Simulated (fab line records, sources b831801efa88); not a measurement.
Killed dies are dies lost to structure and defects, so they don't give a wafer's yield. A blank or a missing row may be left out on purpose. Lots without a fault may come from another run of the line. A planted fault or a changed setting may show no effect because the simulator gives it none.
A struck lot beside a sound one | flow sfq_line | 13 steps out of a route of 325
Sound: wafers L752.2, L752.3, L752.5. Struck: wafers L771.1, L771.5, L771.6. The cause comes at the end.
At each step with rows: each side's tool, then ch and its chambers, then its first start. Under that, the readings that differ: sound wafers | struck wafers | difference of the means | sigmas: that difference in standard deviations of wafers without a fault.
alike: readings whose means differ by less than 2 such deviations, and words and numbers that are the same on both sides. not compared: withheld readings, readings that some wafer has no value for, bounds like >300 that may hide the same value, and numbers for which the record gives no deviation and whose values overlap.
The two part at a step that has a row with sigmas, a row that says differs or no value, or rows on one side only. Numbers that don't overlap but have no deviation are shown without sigmas and don't part them. A reading that every wafer of one side lacks parts them only if that side has two wafers or more.

first, 2 steps without rows for these wafers: SFQ_TRILAYER_C5_STRIP_SOLV_CLEAN_156 (cleans in NMP, time 600 s); SFQ_TRILAYER_M6_DEP_PRE_CLEAN_158 (time 22.5 s).
SFQ_TRILAYER_M6_DEP_SPUTTER_157: material Nb, target thk 200 nm, time 133.3 s.
  sound on pvd_sputter-06, day 67 15:07; struck on pvd_sputter-06, day 73 13:49
  alike: throttle_valve_pct
SFQ_M6_RS_MEAS_938: measures by four-point-probe.
  sound on film_metro-01, day 67 15:14; struck on film_metro-02, day 73 13:55
  alike: M6_NB_RS
then, 6 steps without rows for these wafers: SFQ_TRILAYER_M6_LITHO_COAT_164 (resist thk 62 nm); SFQ_TRILAYER_M6_LITHO_COAT_159 (resist thk 600 nm); SFQ_TRILAYER_M6_LITHO_SOFTBAKE_163; SFQ_TRILAYER_M6_LITHO_EXPOSE_160 (exposes mask M6, target cd 500 nm); SFQ_TRILAYER_M6_LITHO_PEB_162 (peb time 60 s); SFQ_TRILAYER_M6_LITHO_DEVELOP_161 (time 60 s).
-- the record jumps here: 5 days lie between the struck wafers' starts before and after --
SFQ_M6_OVL_MEAS_940:
  sound on overlay-01, day 72 10:26; struck on overlay-01, day 78 02:59
  reading     | sound  | struck  | difference | sigmas
  M6_OVL (nm) | -5 1 0 | 15 17 7 | +14        | +3
SFQ_TRILAYER_M6_BARC_OPEN_METAL_ETCH_206: etches BARC in O2, target depth 125 nm, time 41.7 s.
  sound on rie_metal-03 ch 1, day 72 10:28; struck on rie_metal-02 ch 0,1, day 78 03:02
  reading    | sound             | struck            | difference | sigmas
  bias_w (W) | 80.23 80.52 80.63 | 86.59 86.67 86.99 | +6.29      | +27
  alike: drypump_motor_current_A, oes_product_au
  not compared: rf_hours_counter_h
SFQ_TRILAYER_M6_ETCH_METAL_ETCH_162: etches Nb in Cl2/Ar, stops on SiO2, target depth 240 nm, time 120 s.
  sound on rie_metal-03 ch 1, day 72 10:32; struck on rie_metal-02 ch 0,1, day 78 03:05
  alike: bias_w, drypump_motor_current_A, oes_product_au
  not compared: rf_hours_counter_h

WHERE THEY PART
First at SFQ_M6_OVL_MEAS_940; last, within this record, at SFQ_TRILAYER_M6_BARC_OPEN_METAL_ETCH_206. Later steps at which nothing parts them and some readings are alike: SFQ_TRILAYER_M6_ETCH_METAL_ETCH_162.

WHY: what the simulator had put in
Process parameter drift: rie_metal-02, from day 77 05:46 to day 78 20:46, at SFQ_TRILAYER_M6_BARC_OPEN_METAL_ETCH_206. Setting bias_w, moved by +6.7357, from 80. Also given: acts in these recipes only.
